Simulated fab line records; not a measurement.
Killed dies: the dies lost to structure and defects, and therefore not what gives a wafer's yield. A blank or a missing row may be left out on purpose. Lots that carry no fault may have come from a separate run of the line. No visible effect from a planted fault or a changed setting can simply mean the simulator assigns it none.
fab line records | flow sky130
record: lots: 12 wafers: 36 last_day: 50
route steps=708 shown NWELL@78 VT_ADJUST_HVTP@95 VT_ADJUST_LVTN@117 LDD_N@250 PAD_OPEN@708
lots that met no fault: from a run of the same line without faults
start_h: hours from the record's opening day to when the first of the lot's shown wafers began | wait_h: how many hours have passed since the lot's step before this one | " the same as in the row above | L1.1+2: one row covering several wafers at once | - value missing, or start not given | * or withheld: withheld | < > ~ a bound
route shown NAME@n: names a module that has steps shown in the file, with the first one's number in the route | usual: mean/standard deviation taken from wafers without a fault | same: alike in all rows | chamber/n: place in a boat | sites: per-site readings | _std_site: how widely they spread, as a standard deviation | _edge_site: mean of outer sites minus mean of inner sites | radius_mm: how far each site lies from the wafer's centre | mask NAME#n: copy n | behind: tool/chamber where the wafer was last shaped | hold: why the lot went on hold/how many hours it stayed there/how the hold came to an end | device: which transistor (n, p or np) failed to switch | end of line: the route-end tests of the same wafers | for a step that has no rows: nothing shown but its recipe | killed: dies lost to structure and defects at the first sort, not the wafer's yield | map: a wafer's dies, x killed, . not, _ none there
set.NAME: the run value of the setting; set.NAME@STEP: its run value at that earlier step | model.NAME: the simulator's own value behind a step, which no gauge read
route steps across a sampled set of lots; one table per step, one row per wafer
services: the hour from which a tool's chamber was out of use, counted from the record's first day as start_h (under 0 if before that day), plus the number of hours and why
== steps ==
step: SKY_NWELL_STRIP_25
recipe: chemistry: O2/N2 power_w: 1400 pressure_mtorr: 1500 platen_temp_c: withheld o2_flow_sccm: 3000 n2_flow_sccm: 300 overash_fraction: 0.5
usual: chamber_pressure_mTorr: 1500.0/1.4 drypump_motor_current_A: 5.50/0.28 oes_product_au: 0.722/0.0044 strip_time_to_endpoint_s: 36.97/0.092
columns lot.wafer tool chamber start_h wait_h chamber_pressure_mTorr drypump_motor_current_A oes_product_au rf_hours_counter_h strip_time_to_endpoint_s
L690.3 plasma_asher-03 0 101.58 0.1 1500.2 5.62 0.722 - 37.03
L690.4 " 1 " " 1499.0 5.71 0.721 - 37.08
L690.5 " 1 " " 1499.9 5.72 0.716 - 36.95
L691.3 plasma_asher-02 0 110.32 0.1 1500.1 6.01 0.719 - 36.98
L691.4 " 1 " " 1497.3 5.30 0.720 - 36.96
L691.6 " 0 " " 1499.9 6.04 0.716 - 37.10
L692.1 plasma_asher-04 0 120.65 0.1 1499.2 5.11 0.716 45 36.98
L692.2 " 1 " " 1501.3 5.36 0.727 45 36.88
L692.3 " 0 " " 1496.8 5.09 0.725 - 37.12
L697.2 plasma_asher-03 0 148.10 0.1 1499.8 5.56 0.719 3 36.88
L697.4 " 1 " " 1500.6 5.72 0.720 - 36.91
L697.6 " 0 " " 1501.3 5.61 0.719 - 36.92
L699.3 plasma_asher-03 1 159.28 0.1 1502.2 5.71 0.726 - 36.84
L699.5 " 1 " " 1501.6 5.71 0.715 - 36.90
L699.6 " 0 " " 1500.9 5.58 0.723 - 36.96
L700.1 plasma_asher-03 0 163.47 0.1 1502.2 5.59 0.720 4 36.99
L700.4 " 1 " " 1499.6 5.73 0.723 - 37.00
L700.6 " 0 " " 1501.4 5.60 0.718 - 37.07
L701.2 plasma_asher-04 0 171.17 0.1 1500.9 5.10 0.725 50 36.93
L701.3 " 0 " " 1497.1 5.10 0.723 - 36.87
L701.6 " 1 " " 1498.8 5.38 0.726 - 36.86
L702.3 plasma_asher-04 0 177.30 0.1 1499.5 5.11 0.722 - 37.07
L702.5 " 0 " " 1497.8 5.10 0.725 - 37.17
L702.6 " 1 " " 1501.0 5.34 0.722 - 37.12
L703.2 plasma_asher-02 1 182.84 0.1 1499.7 5.32 0.722 48 36.98
L703.3 " 1 " " 1499.3 5.34 0.722 - 36.97
L703.6 " 0 " " 1497.4 6.01 0.719 - 37.08
L709.2 plasma_asher-04 0 219.65 0.1 1500.7 5.11 0.728 54 36.90
L709.4 " 0 " " 1498.8 5.12 0.724 - 36.95
L709.6 " 1 " " 1500.7 5.36 0.719 - 36.88
L712.1 plasma_asher-03 0 236.20 0.1 1499.1 5.59 0.722 12 37.00
L712.2 " 1 " " 1499.4 5.75 0.727 12 37.05
L712.6 " 1 " " 1500.7 5.73 0.722 - 37.02
L713.1 plasma_asher-02 0 245.34 0.1 1499.1 6.03 0.728 54 37.09
L713.5 " 1 " " 1500.3 5.38 0.722 - 37.13
L713.6 " 0 " " 1500.1 6.01 0.709 - 37.02
step: SKY_VT_ADJUST_HVTP_STRIP_10
recipe: chemistry: O2/N2 power_w: 1400 pressure_mtorr: 1500 platen_temp_c: withheld o2_flow_sccm: 3000 n2_flow_sccm: 300 overash_fraction: 0.5
usual: chamber_pressure_mTorr: 1500.1/1.3 drypump_motor_current_A: 5.4/0.35 oes_product_au: 0.715/0.0048 strip_time_to_endpoint_s: 14.20/0.051
columns lot.wafer tool chamber start_h wait_h chamber_pressure_mTorr drypump_motor_current_A oes_product_au rf_hours_counter_h strip_time_to_endpoint_s
L690.3 plasma_asher-01 1 120.94 0.1 1499.8 4.9 0.721 - 14.17
L690.4 " 0 " " 1500.0 5.4 0.717 - 14.15
L690.5 " 0 " " 1500.6 5.4 0.712 - 14.10
L691.3 plasma_asher-04 1 129.94 0.1 1500.4 5.4 0.712 - 14.23
L691.4 " 0 " " 1500.8 5.1 0.714 - 14.21
L691.6 " 1 " " 1498.4 5.3 0.719 - 14.23
L692.1 plasma_asher-04 0 140.42 0.1 1498.2 5.1 0.704 47 14.22
L692.2 " 1 " " 1499.4 5.4 0.719 47 14.21
L692.3 " 0 " " 1501.3 5.1 0.717 - 14.26
L697.2 plasma_asher-04 0 168.06 0.1 1501.3 5.1 0.714 49 14.23
L697.4 " 1 " " 1499.2 5.4 0.708 - 14.21
L697.6 " 1 " " 1498.8 5.4 0.704 - 14.23
L699.3 plasma_asher-01 1 180.90 0.1 1500.2 4.9 0.728 - 14.22
L699.5 " 0 " " 1498.0 5.4 0.724 - 14.23
L699.6 " 1 " " 1496.9 4.9 0.715 - 14.18
L700.1 plasma_asher-04 1 185.57 0.1 1499.9 5.4 0.717 50 14.21
L700.4 " 0 " " 1499.9 5.1 0.718 - 14.24
L700.6 " 0 " " 1499.9 5.1 0.710 - 14.23
L701.2 plasma_asher-04 1 192.57 0.1 1500.1 5.4 0.722 51 14.21
L701.3 " 0 " " 1499.8 5.1 0.707 - 14.26
L701.6 " 1 " " 1499.6 5.4 0.721 - 14.22
L702.3 plasma_asher-01 1 199.29 0.1 1499.3 4.9 0.711 - 14.18
L702.5 " 0 " " 1498.5 5.4 0.716 - 14.12
L702.6 " 1 " " 1500.3 4.9 0.714 - 14.19
L703.2 plasma_asher-01 1 205.06 0.1 1499.5 4.9 0.711 40 14.14
L703.3 " 1 " " 1500.2 4.9 0.705 - 14.17
L703.6 " 0 " " 1498.6 5.4 0.714 - 14.24
L709.2 plasma_asher-01 1 242.77 0.1 1498.6 4.9 0.724 43 14.24
L709.4 " 0 " " 1498.7 5.4 0.713 - 14.21
L709.6 " 0 " " 1501.1 5.4 0.712 - 14.24
L712.1 plasma_asher-04 0 260.37 0.1 1499.2 5.1 0.718 57 14.19
L712.2 " 1 " " 1499.6 5.4 0.717 57 14.15
L712.6 " 1 " " 1499.3 5.4 0.712 - 14.17
L713.1 plasma_asher-01 1 269.77 0.1 1500.1 4.9 0.708 46 14.11
L713.5 " 1 " " 1501.6 4.9 0.721 - 14.10
L713.6 " 0 " " 1499.1 5.5 0.716 - 14.11
step: SKY_VT_ADJUST_LVTN_STRIP_20
recipe: chemistry: O2/N2 power_w: 1400 pressure_mtorr: 1500 platen_temp_c: withheld o2_flow_sccm: 3000 n2_flow_sccm: 300 overash_fraction: 0.5
usual: chamber_pressure_mTorr: 1499.8/1.4 drypump_motor_current_A: 5.5/0.36 oes_product_au: 0.715/0.0048 strip_time_to_endpoint_s: 14.19/0.043
columns lot.wafer tool chamber start_h wait_h chamber_pressure_mTorr drypump_motor_current_A oes_product_au rf_hours_counter_h strip_time_to_endpoint_s
L690.3 plasma_asher-03 0 160.20 0.1 1499.9 5.6 0.709 - 14.21
L690.4 " 1 " " 1501.2 5.7 0.719 - 14.23
L690.5 " 0 " " 1501.0 5.6 0.721 - 14.21
L691.3 plasma_asher-02 1 169.25 0.1 1499.6 5.3 0.725 - 14.13
L691.4 " 0 " " 1500.0 6.0 0.711 - 14.16
L691.6 " 0 " " 1500.8 6.0 0.718 - 14.12
L692.1 plasma_asher-01 0 181.49 0.1 1499.6 5.4 0.721 37 14.23
L692.2 " 1 " " 1499.3 4.9 0.716 37 14.18
L692.3 " 0 " " 1502.6 5.4 0.713 - 14.23
L697.2 plasma_asher-03 0 211.79 0.1 1501.4 5.6 0.721 9 14.22
L697.4 " 1 " " 1498.3 5.7 0.727 - 14.22
L697.6 " 1 " " 1499.8 5.7 0.710 - 14.16
L699.3 plasma_asher-01 0 223.47 0.1 1500.0 5.4 0.710 - 14.15
L699.5 " 0 " " 1497.6 5.4 0.716 - 14.22
L699.6 " 1 " " 1500.7 4.9 0.726 - 14.17
L700.1 plasma_asher-01 1 229.39 0.1 1498.1 4.9 0.720 42 14.20
L700.4 " 0 " " 1502.5 5.4 0.710 - 14.19
L700.6 " 1 " " 1501.4 4.9 0.712 - 14.14
L701.2 plasma_asher-01 0 237.29 0.1 1497.4 5.4 0.716 43 14.19
L701.3 " 0 " " 1502.0 5.4 0.721 - 14.23
L701.6 " 0 " " 1498.7 5.4 0.711 - 14.21
L702.3 plasma_asher-01 1 243.52 0.1 1498.2 4.9 0.716 - 14.15
L702.5 " 1 " " 1503.1 4.9 0.712 - 14.19
L702.6 " 0 " " 1499.8 5.4 0.716 - 14.16
L703.2 plasma_asher-02 0 250.59 0.1 1501.2 6.0 0.717 55 14.20
L703.3 " 1 " " 1499.5 5.3 0.721 - 14.23
L703.6 " 1 " " 1501.6 5.4 0.725 - 14.18
L709.2 plasma_asher-02 1 291.54 0.1 1499.9 5.3 0.710 59 14.18
L709.4 " 0 " " 1500.6 6.0 0.719 - 14.23
L709.6 " 0 " " 1502.1 6.0 0.712 - 14.19
L712.1 plasma_asher-01 1 311.14 0.1 1500.2 4.9 0.715 50 14.17
L712.2 " 0 " " 1498.2 5.4 0.713 50 14.22
L712.6 " 0 " " 1501.6 5.4 0.720 - 14.23
L713.1 plasma_asher-02 1 321.89 0.1 1498.8 5.3 0.712 62 14.20
L713.5 " 1 " " 1500.7 5.4 0.720 - 14.25
L713.6 " 0 " " 1498.1 6.0 0.707 - 14.20
step: SKY_LDD_N_IMPLANT_13
recipe: species: BF2 energy_kev: 50 dose_cm2: 5e+12 tilt_deg: 30 rotation_deg: 90
usual: rotation_deg: 90.001/0.028
columns lot.wafer tool chamber start_h wait_h rotation_deg
L690.3 implanter-01 0 396.22 0.1 90.005
L690.4 " 0 " " 90.015
L690.5 " 0 " " 90.055
L691.3 implanter-03 0 407.45 0.1 90.004
L691.4 " 0 " " 90.002
L691.6 " 0 " " 90.020
L692.1 implanter-02 0 430.39 0.1 89.954
L692.2 " 0 " " 89.967
L692.3 " 0 " " 89.975
L697.2 implanter-03 0 476.24 0.1 89.967
L697.4 " 0 " " 90.026
L697.6 " 0 " " 90.049
L699.3 implanter-03 0 487.12 0.1 90.039
L699.5 " 0 " " 89.991
L699.6 " 0 " " 90.046
L700.1 implanter-01 0 493.15 0.1 90.014
L700.4 " 0 " " 89.996
L700.6 " 0 " " 90.003
L701.2 implanter-02 0 505.29 0.1 89.930
L701.3 " 0 " " 89.961
L701.6 " 0 " " 90.002
L702.3 implanter-03 0 513.65 0.1 89.996
L702.5 " 0 " " 90.019
L702.6 " 0 " " 89.992
L703.2 implanter-03 0 523.57 0.1 90.009
L703.3 " 0 " " 90.003
L703.6 " 0 " " 89.960
L709.2 implanter-03 0 570.26 0.1 289.65
L709.4 " 0 " " 289.61
L709.6 " 0 " " 289.59
L712.1 implanter-03 0 592.75 0.1 289.60
L712.2 " 0 " " 289.62
L712.6 " 0 " " 289.58
L713.1 implanter-01 0 602.94 0.1 89.972
L713.5 " 0 " " 89.958
L713.6 " 0 " " 90.030
step: SKY_PAD_OPEN_PROBE_99
usual: killed_at_M0_to_M3: 43/6.9 killed_at_M4_up: 3.1/1.8 killed_at_contacts: 24/5.1 killed_at_front_end: 15/4.8 killed_at_other: 0.3/0.48 killed_dies: 86/8.9 killed_open: 47/6.8 killed_short: 39/6.3
same: gross_dies: 492 killed_at_back_side: 0
columns lot.wafer tool chamber start_h wait_h killed_at_M0_to_M3 killed_at_M4_up killed_at_contacts killed_at_front_end killed_at_other killed_dies killed_open killed_short
L700.1 prober-02 - 1136.77 0.1 48 4 31 12 0 95 49 45
L700.4 prober-02 - 1136.92 0.2 40 4 29 19 0 92 42 49
L700.6 prober-02 - 1137.02 0.2 42 3 22 9 1 77 52 24
killed by level:class
L700.1 VIA1:geometric_particle:open=12 LI_CONTACT:geometric_particle:open=10 VIA3:geometric_particle:open=10 LI_CONTACT:geometric_particle:short=6 LOCAL_INTERCONNECT:geometric_particle:short=6 METAL2:geometric_particle:short=6 VIA2:geometric_particle:open=6 VIA2:geometric_particle:short=5
L700.4 CONTACT:geometric_particle:open=10 METAL2:geometric_particle:short=9 LOCAL_INTERCONNECT:geometric_particle:short=8 VIA2:geometric_particle:open=7 FIELD_ISO:geometric_particle:short=6 LI_CONTACT:geometric_particle:open=6 VIA1:geometric_particle:open=6 VIA3:geometric_particle:open=5
L700.6 VIA1:geometric_particle:open=11 VIA2:geometric_particle:open=10 LI_CONTACT:geometric_particle:open=9 CONTACT:geometric_particle:open=6 VIA3:geometric_particle:open=5 CONTACT:geometric_particle:short=4 VIA1:geometric_particle:short=4 FIELD_ISO:geometric_particle:open=3
== services ==
columns tool chamber start_h hours kind
plasma_asher-03 - 84.76 2.8 pm
plasma_asher-03 - 89.94 1.0 repair
plasma_asher-01 - 95.98 4.3 pm
plasma_asher-03 - 108.75 9.0 pm
plasma_asher-04 - 109.11 1.8 repair
plasma_asher-02 - 131.99 4.3 repair
implanter-02 - 133.31 4.5 pm
implanter-01 - 138.48 1.2 repair
plasma_asher-04 - 178.44 7.0 repair
plasma_asher-04 - 206.04 1.6 repair
implanter-03 - 235.31 4.1 pm
implanter-02 - 314.58 4.9 pm
plasma_asher-03 - 322.17 3.6 repair
implanter-01 - 326.69 5.9 pm
plasma_asher-03 - 340.89 4.2 repair
implanter-01 - 378.93 3.9 pm
plasma_asher-01 - 408.61 0.6 repair
plasma_asher-02 - 421.25 9.0 pm
implanter-03 - 448.23 2.5 repair
implanter-03 - 489.25 5.9 repair
implanter-03 - 539.53 0.6 repair
plasma_asher-04 - 542.33 2.8 pm
implanter-01 - 598.18 2.0 repair
plasma_asher-01 - 598.80 4.2 repair
== key ==
first_sign: step: SKY_LDD_N_IMPLANT_13 reading: rotation_deg direction: up sigmas: 99+ usual: 90.001 struck: 289.61
effect none on later readings
met_at SKY_LDD_N_IMPLANT_13
struck_lots L709,L712
tester_left_out L709,L712
not_acting_at SKY_NWELL_STRIP_25,SKY_VT_ADJUST_HVTP_STRIP_10,SKY_VT_ADJUST_LVTN_STRIP_20
onset_between 523.57 570.26
fault: kind: process_parameter_drift tool: implanter-03 chamber: - onset_h: 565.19 steps: SKY_LDD_N_IMPLANT_13 channel: rotation_deg offset: 199.62 shape: step end_h: 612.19 acts_in: these_recipes_only stated: 90
tester_left_out: of these lots the tester's yield and bins aren't shown, on N5 and GAA mostly nor the transistor test; their killed dies are dies lost to structure and defects alone, not to doping, threshold or leakage, so they don't give the yield
